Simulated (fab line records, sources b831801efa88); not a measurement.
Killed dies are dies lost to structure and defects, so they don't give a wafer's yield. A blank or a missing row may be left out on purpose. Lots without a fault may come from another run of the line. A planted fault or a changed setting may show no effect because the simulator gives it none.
Tool commonality check | flow sky130 | 12 lots, 36 wafers sampled

WHY IT WAS OPENED
At SKY_POLY_GATE_CD_MEAS_13 the reading cd_nm is flagged on 1 of 12 lots. Wafers without a fault read 149.9 nm, standard deviation 1.3.
Rule: a lot is flagged when every wafer of it that has a number lies more than 4 standard deviations from that mean, or none has a number. The other lots count as sound.

lot  | measured     | on        | cd_nm (nm), wafer by wafer | flag
L630 | day 16 05:22 | cd_sem-02 | 149.6 149.7 148.7          |
L632 | day 17 03:52 | cd_sem-02 | 151.6 151.2 150.4          |
L634 | day 17 20:37 | cd_sem-01 | 148.8 148.9 148.5          |
L635 | day 18 05:04 | cd_sem-01 | 149.6 150.3 149.3          |
L638 | day 19 03:46 | cd_sem-01 | 151.6 152.3 151.8          |
L639 | day 19 15:32 | cd_sem-01 | 151.4 153.7 152.2          |
L640 | day 20 03:08 | cd_sem-01 | 147.7 149.0 148.0          |
L641 | day 20 10:56 | cd_sem-01 | 151.1 151.2 150.2          |
L642 | day 20 22:41 | cd_sem-02 | 150.2 149.4 149.0          |
L643 | day 21 06:52 | cd_sem-01 | 171.2 171.9 171.6          | FLAGGED
L652 | day 24 07:31 | cd_sem-02 | 150.6 150.1 149.7          |
L653 | day 24 18:26 | cd_sem-01 | 149.7 148.8 148.8          |
The numbers of the flagged lots are 171.6 nm on average: +21.7 nm against the usual, or +17 standard deviations.

WHICH TOOL RAN EACH LOT
The record holds 2 process steps before the reading, out of a route of 708 steps. In each cell: the tool, then ch and the chambers that the sampled wafers went through, then the start.
lot  | flag    | SKY_RES_PROTECT_STRIP_07             | SKY_POLY_GATE_EXPOSE_10
L630 |         | plasma_asher-02 ch 0,1, day 15 00:01 | krf_scanner-02 ch 0, day 15 15:16
L632 |         | plasma_asher-03 ch 0,1, day 15 17:34 | krf_scanner-01 ch 0, day 16 12:55
L634 |         | plasma_asher-03 ch 0,1, day 16 13:40 | krf_scanner-01 ch 0, day 17 06:56
L635 |         | plasma_asher-02 ch 0,1, day 16 21:43 | krf_scanner-01 ch 0, day 17 15:37
L638 |         | plasma_asher-02 ch 0,1, day 17 19:55 | krf_scanner-02 ch 0, day 18 13:55
L639 |         | plasma_asher-04 ch 0, day 18 04:47   | krf_scanner-02 ch 0, day 18 23:43
L640 |         | plasma_asher-02 ch 0,1, day 18 18:20 | krf_scanner-02 ch 0, day 19 10:53
L641 |         | plasma_asher-02 ch 0,1, day 19 02:13 | krf_scanner-01 ch 0, day 19 19:55
L642 |         | plasma_asher-03 ch 0,1, day 19 13:49 | krf_scanner-01 ch 0, day 20 06:57
L643 | FLAGGED | plasma_asher-02 ch 0,1, day 19 22:52 | krf_scanner-01 ch 0, day 20 14:49
L652 |         | plasma_asher-02 ch 0,1, day 22 23:35 | krf_scanner-01 ch 0, day 23 16:22
L653 |         | plasma_asher-03 ch 0, day 23 08:34   | krf_scanner-01 ch 0, day 24 03:33
What these steps do:
- SKY_RES_PROTECT_STRIP_07: strips in O2/N2.
- SKY_POLY_GATE_EXPOSE_10: exposes mask P1M, target cd 150 nm.
- SKY_POLY_GATE_CD_MEAS_13: target cd 150 nm.

FLAGGED OVER TOTAL, TOOL BY TOOL (the gauges that took the reading come last)
step                     | tool            | lots run | flagged | share of the flagged lots | sound lots run after its first flagged lot
SKY_RES_PROTECT_STRIP_07 | plasma_asher-02 | 7        | 1       | all                       | 1 (L652)
SKY_RES_PROTECT_STRIP_07 | plasma_asher-03 | 4        | 0       | none                      | -
SKY_RES_PROTECT_STRIP_07 | plasma_asher-04 | 1        | 0       | none                      | -
SKY_POLY_GATE_EXPOSE_10  | krf_scanner-01  | 8        | 1       | all                       | 2 (L652,L653)
SKY_POLY_GATE_EXPOSE_10  | krf_scanner-02  | 4        | 0       | none                      | -
SKY_POLY_GATE_CD_MEAS_13 | cd_sem-01       | 8        | 1       | all                       | 1 (L653)
SKY_POLY_GATE_CD_MEAS_13 | cd_sem-02       | 4        | 0       | none                      | -

WHAT THE TABLE ALLOWS
3 rows of the table ran every flagged lot: plasma_asher-02 at SKY_RES_PROTECT_STRIP_07, krf_scanner-01 at SKY_POLY_GATE_EXPOSE_10, cd_sem-01 at SKY_POLY_GATE_CD_MEAS_13.
- plasma_asher-02 at SKY_RES_PROTECT_STRIP_07: 1 of its 7 lots flagged. Sound lots ran on it after the first flagged one (L652), which a lasting fault on the whole tool wouldn't allow.
- krf_scanner-01 at SKY_POLY_GATE_EXPOSE_10: 1 of its 8 lots flagged. Sound lots ran on it after the first flagged one (L652, L653), which a lasting fault on the whole tool wouldn't allow.
- cd_sem-01 at SKY_POLY_GATE_CD_MEAS_13: 1 of its 8 lots flagged. Sound lots ran on it after the first flagged one (L653), which a lasting fault on the whole tool wouldn't allow.
No row of the table ran every flagged lot and no sound lot after the first.

WHAT THE SIMULATOR HAD PUT IN
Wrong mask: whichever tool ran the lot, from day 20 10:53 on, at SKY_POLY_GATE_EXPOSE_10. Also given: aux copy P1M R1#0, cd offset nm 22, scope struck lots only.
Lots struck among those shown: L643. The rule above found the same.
